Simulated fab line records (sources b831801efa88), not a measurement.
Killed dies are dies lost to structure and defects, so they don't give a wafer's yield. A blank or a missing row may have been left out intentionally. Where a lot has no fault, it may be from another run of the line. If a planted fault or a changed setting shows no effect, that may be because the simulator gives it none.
One fault seen from 2 desks + flow sfq line + each desk has only its own numbers; what lay behind them comes last

== TOOL OWNER'S DESK, rie metal-02 ==
The tool's own readings at SFQ_TRILAYER_R5_ETCH_METAL_ETCH_139 (etches the open film in Cl2, stops on SiO2, target depth 60 nm, time 40 s): means of the sampled wafers that have a number, for each lot that ran on this tool. Any lot whose mean is over 4 standard deviations away from the usual mean is out of limits and marked OUT; that distance is given in the brackets.
Columns: A = drypump motor current A at SFQ_TRILAYER_R5_ETCH_METAL_ETCH_139, usual 6.3 A; B = oes product au at SFQ_TRILAYER_R5_ETCH_METAL_ETCH_139, usual 0.989 a.u.
| lot  | first seen here | A   | B                |
|------|-----------------|-----|------------------|
| L485 | day 67 00:44    | 6.5 | 0.947 (-8.1) OUT |
| L488 | day 67 19:06    | 6.5 | 0.903 (-17) OUT  |
| L495 | day 71 22:15    | 6.5 | 0.993            |
Finding of this desk: L485, L488 out of limits; the first was L485 at day 67 00:44, on oes product au at SFQ_TRILAYER_R5_ETCH_METAL_ETCH_139. Within limits: L495.

== FROM THE METROLOGY DESK ==
What the gauges read, lot by lot, whatever tool the lot ran on: means of the sampled wafers that have a number. Any lot whose mean is over 4 standard deviations away from the usual mean is out of limits and marked OUT; that distance is given in the brackets.
Columns: A = R5_MONX_RS at SFQ_R5_RS_MEAS_933, usual 7.07 ohm/sq; B = R5_MONX_THK at SFQ_R5_THK_MEAS_934, usual 39.8 nm; C = R5_OVL at SFQ_R5_OVL_MEAS_935, usual -5 nm; D = I5_OVL at SFQ_I5_OVL_MEAS_936, usual 4 nm; E = C5_OVL at SFQ_C5_OVL_MEAS_937, usual -2 nm; F = M6_NB_RS at SFQ_M6_RS_MEAS_938, usual 0.896 ohm/sq; G = M8_BOW at SFQ_M8_BOW_MEAS_951, usual 8 um
| lot  | first seen here | A    | B    | C   | D  | E  | F     | G   |
|------|-----------------|------|------|-----|----|----|-------|-----|
| L485 | day 62 09:41    | 6.99 | 40.2 | -7  | 5  | -0 | 0.899 | 5   |
| L487 | day 67 01:28    | 7.11 | 39.4 | -11 | 5  | -7 | 0.904 | 5   |
| L488 | day 67 02:38    | 7.06 | 39.9 | -5  | 8  | 4  | 0.888 | -8  |
| L493 | day 67 20:26    | 7.03 | 39.9 | -5  | 0  | -4 | 0.893 | 18  |
| L495 | day 67 23:28    | 7.04 | 40.2 | -8  | 13 | 2  | 0.873 | -13 |
| L496 | day 68 02:40    | 7.15 | 39.3 | -8  | 6  | 9  | 0.900 | 23  |
This desk's finding: nothing out of limits on any of the 6 lots.

== PUT TOGETHER ==
At day 67 00:44, on L485, L488, the tool owner's desk was in a position to raise an alarm.
From the metrology desk's view, nothing was out of limits.
The metrology desk holds a record of L485, L488, inside its limits.
SFQ_TRILAYER_R5_ETCH_METAL_ETCH_139 was run on rie metal-02 by each of the lots named.

== WHAT WAS PUT IN BY THE SIMULATOR ==
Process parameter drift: rie metal-02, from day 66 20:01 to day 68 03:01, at SFQ_TRILAYER_R5_ETCH_METAL_ETCH_139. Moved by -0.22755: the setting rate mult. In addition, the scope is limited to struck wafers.
Struck lots among those shown: L485, L488.
Hours from the fault's start to each desk's first reading out of limits: the tool owner's desk, 5.
